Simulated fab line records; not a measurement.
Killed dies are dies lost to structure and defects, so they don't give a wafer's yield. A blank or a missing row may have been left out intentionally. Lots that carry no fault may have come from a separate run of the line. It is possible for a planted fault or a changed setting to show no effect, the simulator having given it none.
Split-lot experiment    flow sky130    5 lots, 23 wafers read, on a route of 708 steps

## ABOUT THE SPLIT
At SKY_VT_ADJUST_HVTR_EXPOSE_04 (exposes mask HVTRM, target cd 380 nm), the setting dose-mj was moved away from the recipe's 150 on 10 of the 23 wafers read, by -5.5% to +4.7%. For the rest of the wafers, this setting stayed at what the recipe calls for.

## FROM THE SPLIT TO THE READING: what the file shows between them, 2 steps
- SKY_VT_ADJUST_HVTR_PEB_05
- SKY_VT_ADJUST_HVTR_DEVELOP_06: develop time 60 s

## THE READING
cd-nm (nm) at SKY_VT_ADJUST_HVTR_CD_MEAS_07, where the cd target is 380 nm. Typical for fault-free wafers on this fab line: 379 nm, with standard deviation 3.5 nm.

wafer   tool, chamber at the split  dose-mj as run  against the recipe  cd-nm, nm  against lot-mates on the recipe
L075.1  iline-stepper-01, 0         150             recipe              378        -
L075.2  iline-stepper-01, 0         157             +4.7%               395        +16
L075.4  iline-stepper-01, 0         150             recipe              381        -
L075.5  iline-stepper-01, 0         157             +4.7%               394        +14
L075.6  iline-stepper-01, 0         157             +4.7%               393        +14
L078.1  iline-stepper-02, 0         150             recipe              375        -
L078.4  iline-stepper-02, 0         150             recipe              373        -
L078.6  iline-stepper-02, 0         150             recipe              376        -
L079.1  iline-stepper-02, 0         150             recipe              383        -
L079.3  iline-stepper-02, 0         155.9           +3.9%               396        +12
L079.4  iline-stepper-02, 0         150             recipe              384        -
L079.5  iline-stepper-02, 0         155.9           +3.9%               394        +10
L079.6  iline-stepper-02, 0         155.9           +3.9%               397        +14
L084.1  iline-stepper-02, 0         150             recipe              376        -
L084.3  iline-stepper-02, 0         150             recipe              376        -
L084.4  iline-stepper-02, 0         141.8           -5.5%               363        -14
L084.5  iline-stepper-02, 0         141.8           -5.5%               362        -15
L084.6  iline-stepper-02, 0         150             recipe              378        -
L085.1  iline-stepper-02, 0         156.7           +4.5%               397        +13
L085.2  iline-stepper-02, 0         150             recipe              385        -
L085.3  iline-stepper-02, 0         150             recipe              383        -
L085.4  iline-stepper-02, 0         150             recipe              383        -
L085.6  iline-stepper-02, 0         156.7           +4.5%               396        +12

THE FIT
A straight line over all 23 wafers: cd-nm changes by +3.42 nm for each +1% of dose-mj; r = +0.95; the points scatter about the line by 3.4 nm.
The same after taking each lot's own level away (the mean of its wafers on the recipe; 23 wafers): +2.87 nm for each +1%; r = +0.99; scatter 1.2 nm.
The reading moves by 16 nm for the largest change in dose-mj, on that fit.
Across the lots, their own levels run from 374.7 to 383.7 nm, a range of 2.6 times the standard deviation given above.
So the lot-to-lot level changes the slope: the two fits differ.
Check: with one of the wafers moved furthest among these (-5.5%) left out of the fit, the line predicts -15.9 nm for it against its lot-mates. Against them it came out at -13.7 nm.

## THESE WAFERS: OTHER SPLITS
Other splits were also applied to these wafers ahead of the reading. Each is held against what the fit with the lots' levels taken away leaves over:
other split on the same wafers            wafers away from the commonest value  r with cd-nm (lot level and that fit taken away)
SKY_FIELD_ISO_OXIDATION_01 ox-time-s      15                                    +0.05
SKY_FIELD_ISO_EXPOSE_10 dose-mj           6                                     -0.06
SKY_NWELL_IMPLANT_11 energy-kev           11                                    +0.04
SKY_NWELL_SOFTBAKE_19 temp-c              11                                    +0.01
SKY_VT_ADJUST_HVTP_DEVELOP_06 dev-temp-c  12                                    +0.07
SKY_VT_ADJUST_LVTN_SOFTBAKE_03 temp-c     7                                     -0.08
SKY_VT_ADJUST_LVTN_IMPLANT_08 dose-cm2    6                                     +0.24

## THE WHOLE CHAIN: every reading that the file lists as answering this split, in the file's order
step                           what it does       reading                                                                change (the file's fit)               r (the file's)
SKY_VT_ADJUST_HVTR_DEVELOP_06  develop time 60 s  VT_ADJUST_HVTR.cd-nm (the simulator's own value, which no gauge read)  +2.89 nm for each +1% of the setting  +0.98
SKY_VT_ADJUST_HVTR_CD_MEAS_07  target cd 380 nm   cd-nm                                                                  +2.87 nm for each +1% of the setting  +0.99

## THE FILE'S OWN FIT
cd-nm changes by +2.87 nm for each +1% of dose-mj, r = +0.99.
